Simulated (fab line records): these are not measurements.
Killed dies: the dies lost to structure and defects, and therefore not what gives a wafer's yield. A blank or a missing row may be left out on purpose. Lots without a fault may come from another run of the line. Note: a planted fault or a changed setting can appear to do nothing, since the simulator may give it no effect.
The tool behind it: which one? + flow sky130 + 12 lots, 36 wafers sampled, at 2 steps of a route of 708

WHAT THE GAUGES READ, wafer by wafer
SKY_VIA1_CD_MEAS_12 targets a cd of 150 nm. Usual: cd-nm reads 149.9 nm (standard deviation 2.3).
| lot  | measured     | on        | cd-nm (nm)        | flag |
|------|--------------|-----------|-------------------|------|
| L371 | day 34 12:55 | cd-sem-02 | 151.1 149.0 150.2 |      |
| L372 | day 35 11:18 | cd-sem-02 | 146.1 143.8 144.3 |      |
| L373 | day 35 13:14 | cd-sem-02 | 144.7 147.0 146.0 |      |
| L374 | day 35 16:01 | cd-sem-01 | 146.8 147.3 147.2 |      |
| L376 | day 36 05:16 | cd-sem-02 | 150.3 150.8 149.3 |      |
| L377 | day 36 09:22 | cd-sem-02 | 149.8 151.5 149.9 |      |
| L378 | day 36 21:17 | cd-sem-02 | 148.3 147.5 146.9 |      |
| L380 | day 37 11:56 | cd-sem-01 | 152.6 149.6 150.7 |      |
| L381 | day 38 02:28 | cd-sem-02 | 151.4 153.5 152.0 |      |
| L383 | day 38 07:13 | cd-sem-01 | 152.3 152.6 150.8 |      |
| L388 | day 40 04:28 | cd-sem-02 | 149.0 150.6 149.6 |      |
| L389 | day 40 08:19 | cd-sem-01 | 148.5 149.6 150.0 |      |

TOOL THAT RAN EACH LOT (tool first, then ch and the chambers of the sampled wafers, then the start)
| lot  | SKY_METAL1_ETCH_18                |
|------|-----------------------------------|
| L371 | rie-metal-04 ch 0,1, day 33 09:04 |
| L372 | rie-metal-02 ch 0, day 34 07:14   |
| L373 | rie-metal-03 ch 0, day 34 10:13   |
| L374 | rie-metal-03 ch 0,1, day 34 11:34 |
| L376 | rie-metal-03 ch 0,1, day 35 02:16 |
| L377 | rie-metal-03 ch 0,1, day 35 05:31 |
| L378 | rie-metal-02 ch 0,1, day 35 18:25 |
| L380 | rie-metal-04 ch 1, day 36 08:13   |
| L381 | rie-metal-03 ch 0,1, day 36 23:52 |
| L383 | rie-metal-04 ch 0, day 37 04:46   |
| L388 | rie-metal-02 ch 1, day 39 02:00   |
| L389 | rie-metal-02 ch 1, day 39 06:14   |
- SKY_METAL1_ETCH_18: etches BARC in N2/H2, stops on SiO2, time 45.9 s, target depth 60 nm.

WHAT THE TOOLS THEMSELVES READ (means of the sampled wafers that have a number; where no wafer has one, the mark that the record gives instead)
SKY_METAL1_ETCH_18. Usual: drypump-motor-current-A 6.3 A, standard deviation 0.45; oes-product-au 0.855 a.u., standard deviation 0.0049; throttle-valve-pct 13.225 %, standard deviation 0.0095.
| lot  | tool         | drypump-motor-current-A (A) | oes-product-au (a.u.) | throttle-valve-pct (%) | flag |
|------|--------------|-----------------------------|-----------------------|------------------------|------|
| L371 | rie-metal-04 | 6.5                         | 0.852                 | 13.231                 |      |
| L372 | rie-metal-02 | 6.0                         | 0.856                 | 13.223                 |      |
| L373 | rie-metal-03 | 5.4                         | 0.851                 | 13.223                 |      |
| L374 | rie-metal-03 | 5.7                         | 0.856                 | 13.226                 |      |
| L376 | rie-metal-03 | 5.9                         | 0.852                 | 13.222                 |      |
| L377 | rie-metal-03 | 5.6                         | 0.855                 | 13.230                 |      |
| L378 | rie-metal-02 | 6.2                         | 0.855                 | 13.228                 |      |
| L380 | rie-metal-04 | 6.8                         | 0.848                 | 13.217                 |      |
| L381 | rie-metal-03 | 5.7                         | 0.854                 | 13.221                 |      |
| L383 | rie-metal-04 | 6.4                         | 0.853                 | 13.224                 |      |
| L388 | rie-metal-02 | 6.6                         | 0.854                 | 13.223                 |      |
| L389 | rie-metal-02 | 6.6                         | 0.860                 | 13.227                 |      |

THE ANSWER, worked out from the rows above alone
Rule: a lot counts as off when the mean over its wafers that have a number is more than 3 standard deviations away from the usual mean. A lot without any number at a reading at which 4 lots or more have one is off too. Where the step has rows for the other lots, those lots are counted as sound. After the gauges, taken in route order, come the tools' own readings; for these a lot's mean is taken, as printed above. The first step at which some lot is off is used, and at that step the reading that is off furthest; a lot without a number counts as furthest.
Nothing can be told from this: no lot is off at any reading shown.

WHAT THE SIMULATOR PUT IN
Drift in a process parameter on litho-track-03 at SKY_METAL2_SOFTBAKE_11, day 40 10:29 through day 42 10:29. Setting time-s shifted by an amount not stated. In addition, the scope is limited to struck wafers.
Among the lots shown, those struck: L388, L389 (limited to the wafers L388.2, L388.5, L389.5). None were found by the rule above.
